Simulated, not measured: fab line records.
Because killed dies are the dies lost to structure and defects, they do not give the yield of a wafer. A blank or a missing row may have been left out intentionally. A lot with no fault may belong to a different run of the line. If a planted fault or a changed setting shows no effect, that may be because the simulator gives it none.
fab line records	flow sky130
record lots=5	wafers=15	last-day=50
route steps=708 shown VIA4@645 PAD_OPEN@708
lots that met no fault: taken from a fault-free run of the same line
start-h: start of the lot's first displayed wafer, in hours after the record's first day	wait-h: how many hours have passed since the lot's step before this one	" unchanged from the row above	L1.1+2: a single row standing in for several wafers	- no value present, or no start provided	* or withheld: withheld	< > ~ a bound
route shown NAME@n: NAME is a module with steps in the file, n the number in the route of the first one	usual: mean/standard deviation of fault-free wafers	same: alike in all rows	chamber/n: place in a boat	sites: per-site readings	_std_site: standard deviation across them	_edge_site: inner sites' mean taken away from outer sites' mean	radius-mm: for every site, how far away it sits from the centre of the wafer	mask NAME#n: copy n	behind: the most recent tool/chamber to have shaped the wafer	hold: why the lot went on hold/how many hours it stayed there/how the hold came to an end	device: transistor that didn't switch, given as n, p or np	end of line: tests of these same wafers at the route's end	a step given without rows: its recipe and nothing more	killed: at the first sort, the dies lost to defects and structure; wafer yield is something else	map: dies across one wafer; x = killed, . = not, _ = none there
set.NAME: the setting as run; set.NAME@STEP: as run at that earlier step	model.NAME: the simulator's own value behind a step, which no gauge read
certain route steps with their lots: each step a table, each wafer a row
services: the hour from which a tool's chamber was out of use, counted from the record's first day as start-h (under 0 if before that day), plus the number of hours and why
## steps
# step SKY_VIA4_COAT_06
# recipe resist=NOVOLAK	spin-rpm=3000	resist-thk-nm=1140
# step SKY_VIA4_SOFTBAKE_07
# recipe temp-c=90	time-s=60	resist=NOVOLAK
# step SKY_VIA4_EXPOSE_08
# recipe mask-id=VIM4	na=0.6	source-shape=conventional	sigma-outer=0.6	polarization=unpolarized	target-cd-nm=800	dose-mj=132
# step SKY_VIA4_PEB_09
# recipe temp-c=withheld	time-s=*	resist=NOVOLAK
# step SKY_VIA4_DEVELOP_10
# recipe resist=NOVOLAK	developer=TMAH	develop-time-s=60	dev-temp-c=23
# step SKY_VIA4_OVL_MEAS_11
# usual VIA4_OVL=-0.4/1.3
lot.wafer	tool	chamber	start-h	wait-h	VIA4_OVL[nm]
L806.1	overlay-01	-	1021.33	0.1	0.2
L806.4	"	-	"	"	0.9
L806.5	"	-	"	"	0.8
L816.1	overlay-01	-	1083.04	0.1	0.2
L816.3	"	-	"	"	-0.1
L816.4	"	-	"	"	-0.7
L820.1	overlay-02	-	1116.39	0.1	-0.5
L820.5	"	-	"	"	-0.5
L820.6	"	-	"	"	0.2
L821.2	overlay-02	-	1117.50	0.1	1.0
L821.3	"	-	"	"	0.4
L821.4	"	-	"	"	-1.0
L827.1	overlay-02	-	1146.60	0.1	0.2
L827.2	"	-	"	"	0.3
L827.3	"	-	"	"	1.3
# step SKY_VIA4_ETCH_12
# recipe target=SiO2	chemistry=C4F8/O2/Ar	stop-on=TiN	mask-material=NOVOLAK	source-w=1500	bias-w=1200	pressure-mtorr=40	c4f8-flow-sccm=withheld	O2_flow_sccm=6	Ar_flow_sccm=300	time-s=withheld	target-depth-a=5800
# usual oes-product-au=0.919/0.0047
lot.wafer	tool	chamber	start-h	wait-h	oes-product-au
L806.1	rie-diel-04	1	1021.37	0.0	0.921
L806.4	"	0	"	"	0.918
L806.5	"	1	"	"	0.919
L816.1	rie-diel-01	1	1083.08	0.0	0.923
L816.3	"	0	"	"	0.921
L816.4	"	3	"	"	0.920
L820.1	rie-diel-02	3	1116.43	0.0	0.913
L820.5	"	0	"	"	0.912
L820.6	"	3	"	"	0.923
L821.2	rie-diel-04	2	1117.53	0.0	0.923
L821.3	"	0	"	"	0.919
L821.4	"	1	"	"	0.922
L827.1	rie-diel-02	0	1146.64	0.0	0.915
L827.2	"	3	"	"	0.919
L827.3	"	1	"	"	0.916
# step SKY_VIA4_STRIP_13
# recipe chemistry=O2/N2	power-w=1400	pressure-mtorr=1500	platen-temp-c=withheld	o2-flow-sccm=3000	n2-flow-sccm=300	overash-fraction=0.5
# usual drypump-motor-current-A=5.9/0.5	oes-product-au=0.710/0.0044	strip-time-to-endpoint-s=12.80/0.035
lot.wafer	tool	chamber	start-h	wait-h	drypump-motor-current-A	oes-product-au	rf-hours-counter-h	strip-time-to-endpoint-s
L806.1	plasma-asher-01	0	1021.44	-	5.3	0.718	127	12.76
L806.4	"	0	"	"	5.2	0.707	-	12.80
L806.5	"	1	"	"	5.4	0.710	-	12.82
L816.1	plasma-asher-04	1	1083.15	-	6.3	0.707	29	12.78
L816.3	"	0	"	"	6.2	0.714	-	12.79
L816.4	"	1	"	"	6.3	0.706	-	12.83
L820.1	plasma-asher-03	1	1116.50	-	6.7	0.707	70	12.77
L820.5	"	0	"	"	5.7	0.710	-	12.79
L820.6	"	1	"	"	6.7	0.712	-	12.78
L821.2	plasma-asher-04	0	1117.60	-	6.2	0.706	33	12.77
L821.3	"	1	"	"	6.3	0.704	-	12.82
L821.4	"	0	"	"	6.2	0.713	-	12.80
L827.1	plasma-asher-04	0	1146.71	-	6.3	0.714	36	12.83
L827.2	"	1	"	"	6.3	0.710	36	12.83
L827.3	"	1	"	"	6.3	0.713	-	12.83
# step SKY_VIA4_STRIP_14
# recipe chemistry=post-etch-residue-remover	time-s=1200	temp-c=72.5
# step SKY_VIA4_CLEAN_15
# recipe chemistry=IPA	time-s=180	temp-c=25
# step SKY_VIA4_CLEAN_16
# recipe chemistry=O3/DIW	dry=n2-spin
# step SKY_VIA4_SPUTTER_17
# recipe material=TiN	target-thk-nm=20	chamber-pressure-pa=5	power-w=4000	time-s=80
# usual chamber-pressure-pa=4.999/0.01	throttle-valve-pct=30.8/0.99
lot.wafer	tool	chamber	start-h	wait-h	chamber-pressure-pa	throttle-valve-pct
L806.1	pvd-sputter-02	-	1022.04	0.0	5.002	29.7
L806.4	"	-	"	"	5.014	31.7
L806.5	"	-	"	"	5.003	30.0
L816.1	pvd-sputter-03	-	1083.74	0.0	4.985	30.4
L816.3	"	-	"	"	5.001	29.5
L816.4	"	-	"	"	5.007	33.0
L820.1	pvd-sputter-04	-	1117.09	0.0	4.972	31.3
L820.5	"	-	"	"	4.991	30.8
L820.6	"	-	"	"	5.009	29.8
L821.2	pvd-sputter-03	-	1118.26	0.0	5.013	33.1
L821.3	"	-	"	"	4.986	32.0
L821.4	"	-	"	"	5.004	30.7
L827.1	pvd-sputter-03	-	1147.34	0.0	4.996	29.8
L827.2	"	-	"	"	4.997	30.5
L827.3	"	-	"	"	5.002	32.9
# step SKY_VIA4_CVD_18
# recipe material=W	target-thk-nm=505	time-s=152.14	temp-c=400	pressure-torr=40
# usual chamber-pressure-Torr=40.01/0.083	heater-power-w=782/55
lot.wafer	tool	chamber	start-h	wait-h	chamber-pressure-Torr	heater-power-w	model.W_of_VIA4_CVD_18.thk-nm
L806.1	cvd-w-02	1	1022.16	0.1	40.10	735	499.1
L806.4	"	1	"	"	39.98	765	497.9
L806.5	"	0	"	"	40.09	775	517.1
L816.1	cvd-w-01	1	1083.80	0.0	39.91	748	480.8
L816.3	"	0	"	"	47.23	898	544.9
L816.4	"	1	"	"	39.99	762	482.8
L820.1	cvd-w-02	0	1117.15	0.0	40.03	749	511.5
L820.5	"	0	"	"	39.94	767	511.4
L820.6	"	1	"	"	40.12	773	498.6
L821.2	cvd-w-02	1	1118.32	0.0	40.02	749	492.5
L821.3	"	1	"	"	40.04	757	491.7
L821.4	"	0	"	"	40.02	765	499.3
L827.1	cvd-w-01	0	1147.40	0.0	39.87	869	501.3
L827.2	"	1	"	"	40.09	764	498.3
L827.3	"	1	"	"	40.06	764	500.5
# step SKY_VIA4_RS_MEAS_19
# recipe thk-meas-gauge=four-point-probe	reads=W_of_VIA4_CVD_18+TiN_of_VIA4_SPUTTER_17
# usual VIA4_W_RS=0.230/0.0033
lot.wafer	tool	chamber	start-h	wait-h	hold	VIA4_W_RS[ohm/sq]
L806.1	film-metro-01	-	1022.31	0.1	-	0.229
L806.4	"	-	"	"	-	0.230
L806.5	"	-	"	"	-	0.221
L816.1	film-metro-01	-	1083.95	0.1	await-dispo/0.2h/release	0.238
L816.3	"	-	"	"	await-dispo/0.2h/release	0.210
L816.4	"	-	"	"	await-dispo/0.2h/release	0.237
L816.1	film-metro-01	-	1084.24	0.3	-	0.238
L816.3	"	-	"	"	-	0.210
L816.4	"	-	"	"	-	0.237
L820.1	film-metro-02	-	1117.30	0.1	-	0.223
L820.5	"	-	"	"	-	0.223
L820.6	"	-	"	"	-	0.229
L821.2	film-metro-01	-	1118.49	0.1	-	0.233
L821.3	"	-	"	"	-	0.233
L821.4	"	-	"	"	-	0.229
L827.1	film-metro-04	-	1147.55	0.1	-	0.228
L827.2	"	-	"	"	-	0.229
L827.3	"	-	"	"	-	0.229
# step SKY_VIA4_THK_MEAS_20
# recipe thk-meas-gauge=xrf	reads=W_of_VIA4_CVD_18
# usual VIA4_W_THK=492/7.3
lot.wafer	tool	chamber	start-h	wait-h	hold	VIA4_W_THK[nm]
L806.1	film-metro-01	-	1022.43	0.1	-	497
L806.4	"	-	"	"	-	492
L806.5	"	-	"	"	-	511
L816.1	film-metro-01	-	1088.30	4.0	await-dispo/0.2h/release	471
L816.3	"	-	"	"	await-dispo/0.2h/release	536
L816.4	"	-	"	"	await-dispo/0.2h/release	476
L816.1	film-metro-01	-	1088.53	0.2	-	474
L816.3	"	-	"	"	-	536
L816.4	"	-	"	"	-	477
L820.1	film-metro-02	-	1117.42	0.1	-	503
L820.5	"	-	"	"	-	500
L820.6	"	-	"	"	-	493
L821.2	film-metro-01	-	1118.60	0.1	-	480
L821.3	"	-	"	"	-	477
L821.4	"	-	"	"	-	487
L827.1	film-metro-04	-	1147.67	0.1	-	497
L827.2	"	-	"	"	-	496
L827.3	"	-	"	"	-	494
# step SKY_VIA4_CMP_21
# recipe stop-on=SiO2	t-overpolish-s=25	down-force-psi=3.5	platen-rpm=60	target-thk-nm=0	pad-velocity-m-s=0.94248
# usual edge-zone-pressure-frac=1.000/0.0052	head-pressure-psi=3.500/0.0078	motor-current-A=11.3/1.1	retaining-ring-pressure-frac=1.001/0.0048	slurry-filter-dp-kPa=13.50/0.13
lot.wafer	tool	chamber	start-h	wait-h	hold	edge-zone-pressure-frac	head-pressure-psi	motor-current-A	retaining-ring-pressure-frac	slurry-filter-dp-kPa
L806.1	cmp-01	3	1022.49	0.1	-	0.993	3.506	10.2	1.001	13.50
L806.4	"	0	"	"	-	1.000	3.500	11.4	1.002	13.42
L806.5	"	0	"	"	-	0.994	3.510	10.8	1.003	13.36
L816.4	cmp-01	2	1091.42	2.9	await-dispo/2.8h/release	0.986	3.505	10.5	0.994	13.54
L816.3	"	3	"	"	await-dispo/2.8h/release	1.001	3.491	10.0	1.003	13.50
L816.1	"	0	"	"	await-dispo/2.8h/release	0.986	3.501	11.0	0.997	13.70
L820.1	cmp-02	0	1117.74	0.3	-	1.011	3.491	11.2	1.003	13.56
L820.5	"	1	"	"	-	0.997	3.502	10.8	1.001	13.41
L820.6	"	2	"	"	-	0.997	3.515	11.6	1.004	13.72
L821.3	cmp-02	0	1118.82	0.2	-	1.000	3.487	11.8	1.000	13.59
L821.4	"	2	"	"	-	1.000	3.495	11.7	0.999	13.44
L821.2	"	3	"	"	-	0.998	3.509	12.4	1.000	13.59
L827.2	cmp-02	3	1149.14	1.4	-	0.997	3.508	12.4	1.008	13.30
L827.3	"	0	"	"	-	1.013	3.486	12.3	0.996	13.41
L827.1	"	1	"	"	-	1.004	3.502	9.6	1.009	13.31
# step SKY_PAD_OPEN_PROBE_99
# usual defect-limited-yield=82.6/1.9	killed_at_M0_to_M3=42/7	killed_at_M4_up=3.2/1.6	killed-at-contacts=24/5.8	killed-at-front-end=16/4.3	killed-at-other=0.3/0.62	killed-dies=86/9.5	killed-open=46/6.4	killed-short=39/6.3	sort_bin_3_pad_short=0.9/0.43	sort_bin_5_function=10.5/1.4	sort_bin_6_memory=6.1/1.2	sort-n-pass=406/9.5	sort-yield-pct=82.6/1.9
# same gross-dies=492	killed-at-back-side=0	sort_bin_4_leakage[%]=0	sort_bin_8_speed[%]=0
lot.wafer	tool	chamber	start-h	wait-h	defect-limited-yield[%]	killed_at_M0_to_M3	killed_at_M4_up	killed-at-contacts	killed-at-front-end	killed-at-other	killed-dies	killed-open	killed-short	sort_bin_3_pad_short[%]	sort_bin_5_function[%]	sort_bin_6_memory[%]	sort-n-pass	sort-yield-pct[%]
L806.1	prober-02	-	1092.06	0.1	85.0	38	3	16	17	0	74	38	35	0.8	9.8	4.5	418	85.0
L806.4	prober-02	-	1092.21	0.2	80.9	52	2	25	14	1	94	53	41	1.2	9.8	8.1	398	80.9
L806.5	prober-02	-	1092.26	0.2	81.5	53	0	20	18	0	91	54	37	1.0	11.2	6.3	401	81.5
L816.1	prober-02	-	1147.97	0.1	80.9	40	4	30	20	0	94	51	43	0.6	10.4	8.1	398	80.9
L816.3	prober-02	-	1148.07	0.2	81.1	49	1	27	16	0	93	53	39	0.6	11.4	6.9	399	81.1
L816.4	prober-02	-	1148.12	0.2	84.1	30	7	23	18	0	78	45	33	1.0	10.0	4.9	414	84.1
L820.1	prober-02	-	1173.56	0.1	82.7	45	5	28	7	0	85	49	36	0.6	11.2	5.5	407	82.7
L820.5	prober-02	-	1173.76	0.2	83.9	39	3	20	17	0	79	45	34	0.8	9.8	5.5	413	83.9
L820.6	prober-02	-	1173.81	0.2	84.3	28	2	31	16	0	77	35	42	1.0	10.6	4.1	415	84.3
L821.2	prober-01	-	1174.65	0.1	78.9	49	8	30	17	0	104	58	44	1.6	12.0	7.5	388	78.9
L821.3	prober-01	-	1174.70	0.2	84.1	47	4	17	10	0	78	43	33	0.8	10.6	4.5	414	84.1
L821.4	prober-01	-	1174.75	0.2	83.9	46	1	20	12	0	79	41	37	0.8	10.0	5.3	413	83.9
L827.1	prober-01	-	1200.81	0.1	82.1	50	3	19	16	0	88	47	41	1.2	10.8	5.9	404	82.1
L827.2	prober-01	-	1200.86	0.1	81.5	46	6	17	22	0	91	44	47	1.0	11.8	5.7	401	81.5
L827.3	prober-01	-	1200.91	0.2	82.9	44	5	25	10	0	84	43	41	1.4	9.8	5.9	408	82.9
# killed by level:class
L806.1 VIA2:geometric-particle:open=10 POLY_GATE:geometric-particle:short=8 POLY_GATE:geometric-particle:open=6 CONTACT:geometric-particle:open=6 VIA1:geometric-particle:open=6 VIA1:geometric-particle:short=4 VIA3:geometric-particle:open=4 LOCAL_INTERCONNECT:geometric-particle:short=3
L806.4 VIA1:geometric-particle:open=14 VIA2:geometric-particle:open=8 VIA3:geometric-particle:open=8 CONTACT:geometric-particle:open=6 VIA1:geometric-particle:short=6 POLY_GATE:geometric-particle:open=5 LI_CONTACT:geometric-particle:open=5 METAL1:geometric-particle:short=5
L806.5 VIA3:geometric-particle:open=12 VIA1:geometric-particle:open=11 VIA2:geometric-particle:open=9 CONTACT:geometric-particle:open=7 FIELD_ISO:geometric-particle:short=5 POLY_GATE:geometric-particle:short=5 LI_CONTACT:geometric-particle:open=5 METAL1:geometric-particle:short=5
L816.1 VIA1:geometric-particle:open=13 CONTACT:geometric-particle:open=11 LI_CONTACT:geometric-particle:open=8 POLY_GATE:geometric-particle:short=7 VIA2:geometric-particle:open=7 VIA1:geometric-particle:short=6 LOCAL_INTERCONNECT:geometric-particle:short=5 CONTACT:geometric-particle:short=5
L816.3 VIA1:geometric-particle:open=12 CONTACT:geometric-particle:short=11 VIA3:geometric-particle:open=11 VIA2:geometric-particle:open=7 CONTACT:geometric-particle:open=7 METAL1:geometric-particle:short=5 VIA1:geometric-particle:short=5 FIELD_ISO:geometric-particle:open=4
L816.4 CONTACT:geometric-particle:open=10 LI_CONTACT:geometric-particle:open=7 VIA1:geometric-particle:open=6 VIA2:geometric-particle:open=6 POLY_GATE:geometric-particle:open=5 METAL1:geometric-particle:short=5 VIA1:geometric-particle:short=4 METAL4:geometric-particle:short=4
L820.1 VIA1:geometric-particle:open=14 LI_CONTACT:geometric-particle:open=8 CONTACT:geometric-particle:open=8 LOCAL_INTERCONNECT:geometric-particle:short=6 VIA3:geometric-particle:open=6 VIA2:geometric-particle:open=5 METAL1:geometric-particle:short=4 CONTACT:geometric-particle:short=3
L820.5 VIA1:geometric-particle:open=10 LI_CONTACT:geometric-particle:open=8 VIA3:geometric-particle:open=7 POLY_GATE:geometric-particle:open=5 FIELD_ISO:geometric-particle:short=4 POLY_GATE:geometric-particle:short=4 CONTACT:geometric-particle:short=4 METAL3:geometric-particle:short=4
L820.6 CONTACT:geometric-particle:open=11 CONTACT:geometric-particle:short=10 FIELD_ISO:geometric-particle:short=6 FIELD_ISO:geometric-particle:open=6 METAL1:geometric-particle:short=6 LI_CONTACT:geometric-particle:short=5 VIA1:geometric-particle:open=4 METAL2:geometric-particle:short=4
L821.2 VIA1:geometric-particle:open=15 VIA2:geometric-particle:open=11 CONTACT:geometric-particle:open=9 POLY_GATE:geometric-particle:open=7 LOCAL_INTERCONNECT:geometric-particle:short=6 VIA1:geometric-particle:short=6 METAL4:geometric-particle:short=6 FIELD_ISO:geometric-particle:open=5
L821.3 VIA2:geometric-particle:open=14 CONTACT:geometric-particle:open=8 VIA1:geometric-particle:open=7 LI_CONTACT:geometric-particle:open=5 VIA2:geometric-particle:short=5 METAL1:geometric-particle:short=5 METAL2:geometric-particle:short=5 FIELD_ISO:geometric-particle:open=4
L821.4 CONTACT:geometric-particle:open=10 VIA1:geometric-particle:open=8 VIA3:geometric-particle:open=8 METAL1:geometric-particle:short=7 LOCAL_INTERCONNECT:geometric-particle:short=5 METAL2:geometric-particle:short=5 FIELD_ISO:geometric-particle:short=4 VIA1:geometric-particle:short=4
L827.1 VIA2:geometric-particle:open=8 VIA1:geometric-particle:open=8 METAL2:geometric-particle:short=6 VIA1:geometric-particle:short=6 METAL1:geometric-particle:short=5 LI_CONTACT:geometric-particle:open=5 CONTACT:geometric-particle:open=5 CONTACT:geometric-particle:short=5
L827.2 METAL2:geometric-particle:short=13 VIA3:geometric-particle:open=8 CONTACT:geometric-particle:open=6 FIELD_ISO:geometric-particle:short=5 VIA1:geometric-particle:open=5 POLY_GATE:geometric-particle:short=5 LI_CONTACT:geometric-particle:open=5 FIELD_ISO:geometric-particle:open=4
L827.3 VIA1:geometric-particle:open=13 CONTACT:geometric-particle:open=11 CONTACT:geometric-particle:short=6 VIA3:geometric-particle:open=6 METAL1:geometric-particle:short=5 VIA1:geometric-particle:short=5 METAL4:geometric-particle:short=5 LOCAL_INTERCONNECT:geometric-particle:short=4
## services
tool	chamber	start-h	hours	kind
pvd-sputter-02	-	1007.09	0.6	repair
rie-diel-02	0	1008.15	14.0	repair
cvd-w-01	1	1008.71	3.2	repair
pvd-sputter-03	-	1021.54	1.8	repair
pvd-sputter-03	0	1040.85	-	consumable-replace:kit
pvd-sputter-03	0	1040.85	18.0	scheduled-down
pvd-sputter-03	0	1040.85	18.0	vent-cycle
plasma-asher-04	-	1046.86	0.4	repair
cvd-w-01	0	1050.28	17.2	repair
plasma-asher-01	-	1055.25	9.0	pm
plasma-asher-04	-	1060.92	2.8	repair
pvd-sputter-02	-	1065.23	5.1	repair
plasma-asher-03	-	1073.86	1.0	repair
cvd-w-01	-	1076.42	6.9	pm
cmp-02	-	1084.15	4.0	pm
rie-diel-01	0	1094.16	4.7	repair
cmp-02	-	1097.72	14.1	pm
rie-diel-01	3	1105.54	7.4	repair
rie-diel-02	2	1111.97	3.7	repair
cmp-01	-	1116.69	74.2	repair
rie-diel-04	3	1133.58	6.8	repair
rie-diel-02	3	1137.19	6.3	repair
rie-diel-02	2	1141.61	13.1	repair
cmp-02	-	1146.84	1.1	repair
## key
first-sign step=SKY_VIA4_CVD_18	reading=chamber-pressure-Torr	direction=up	sigmas=87	usual=40.01	struck=47.23
effect step=SKY_VIA4_RS_MEAS_19	reading=visit	direction=added
effect step=SKY_VIA4_RS_MEAS_19	reading=VIA4_W_RS	direction=down	sigmas=6.1	usual=0.230	struck=0.210
effect step=SKY_VIA4_THK_MEAS_20	reading=visit	direction=added
effect step=SKY_VIA4_THK_MEAS_20	reading=VIA4_W_THK	direction=up	sigmas=6	usual=492	struck=536
effect step=SKY_VIA4_CMP_21	reading=hold	direction=added
model-effect step=SKY_VIA4_CVD_18	value=W_of_VIA4_CVD_18.thk-nm	without=501.4	struck=544.9
met-at SKY_VIA4_CVD_18
struck-wafers L816.3
fault kind=process-parameter-drift	tool=cvd-w-01	chamber=0	onset-h=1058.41	steps=SKY_VIA4_CVD_18	channel=pressure-torr	offset=7.2328	shape=step	end-h=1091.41	acts-in=these-recipes-only	stated=40
